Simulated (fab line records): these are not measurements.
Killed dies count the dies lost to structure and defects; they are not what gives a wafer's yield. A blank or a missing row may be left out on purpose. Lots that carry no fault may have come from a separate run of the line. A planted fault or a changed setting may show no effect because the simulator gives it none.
The tool behind it: which one?	flow gf180mcu	18 wafers from 6 lots sampled at 3 of the route's 602 steps

## WHAT EACH GAUGE READ, for each wafer
GF_HV_LDD_RS_MEAS_53: uses a four-point probe to measure.
lot	measured	on	HV_LDD_RS (ohm/sq)
L321	day 12 19:02	film metro-02	418.1 417.7 417.1
L324	day 13 18:18	film metro-04	417.9 417.8 419.9
L326	day 14 06:32	film metro-04	417.8 417.7 417.2
L328	day 15 08:05	film metro-02	418.4 418.4 419.1
L331	day 16 02:19	film metro-02	419.7 418.7 419.8
L333	day 16 16:26	film metro-04	418.2 416.5 417.6

## WHICH TOOL RAN EACH LOT (tool, then ch and the chambers of the sampled wafers, then the start)
lot	GF_POLY_GATE_STRIP_14	GF_HV_LDD_IMPLANT_33
L321	plasma asher-03 ch 0,1, day 9 11:49	implanter-03 ch 0, day 11 22:01
L324	plasma asher-02 ch 1, day 10 09:13	implanter-02 ch 0, day 12 21:22
L326	plasma asher-02 ch 0,1, day 10 20:34	implanter-02 ch 0, day 13 08:55
L328	plasma asher-02 ch 0,1, day 11 18:53	implanter-04 ch 0, day 14 09:58
L331	plasma asher-02 ch 0,1, day 12 11:56	implanter-03 ch 0, day 15 03:46
L333	plasma asher-03 ch 0,1, day 12 23:31	implanter-04 ch 0, day 15 17:40
- GF_POLY_GATE_STRIP_14: strips in O2/N2.
- GF_HV_LDD_IMPLANT_33

## THE ANSWER, worked out from the rows above alone
Rule: the lots themselves supply what counts as usual. Put in order of their means at a reading, lots are off if they are a third of the lots or fewer, leave a main group of 4 or more, and stand apart from it by a gap of 3 or more times the standard deviation of the main group's means; of several such gaps the widest counts. A main group whose means are all the same, to the digits that the tables above print for the reading, isn't used. Also off: a lot with no number at a reading for which 4 or more lots have one. Where the step has rows for the other lots, those lots are counted as sound.
No lot is off at any reading shown: from this, nothing can be told.

## WHAT THE SIMULATOR HAD PUT IN
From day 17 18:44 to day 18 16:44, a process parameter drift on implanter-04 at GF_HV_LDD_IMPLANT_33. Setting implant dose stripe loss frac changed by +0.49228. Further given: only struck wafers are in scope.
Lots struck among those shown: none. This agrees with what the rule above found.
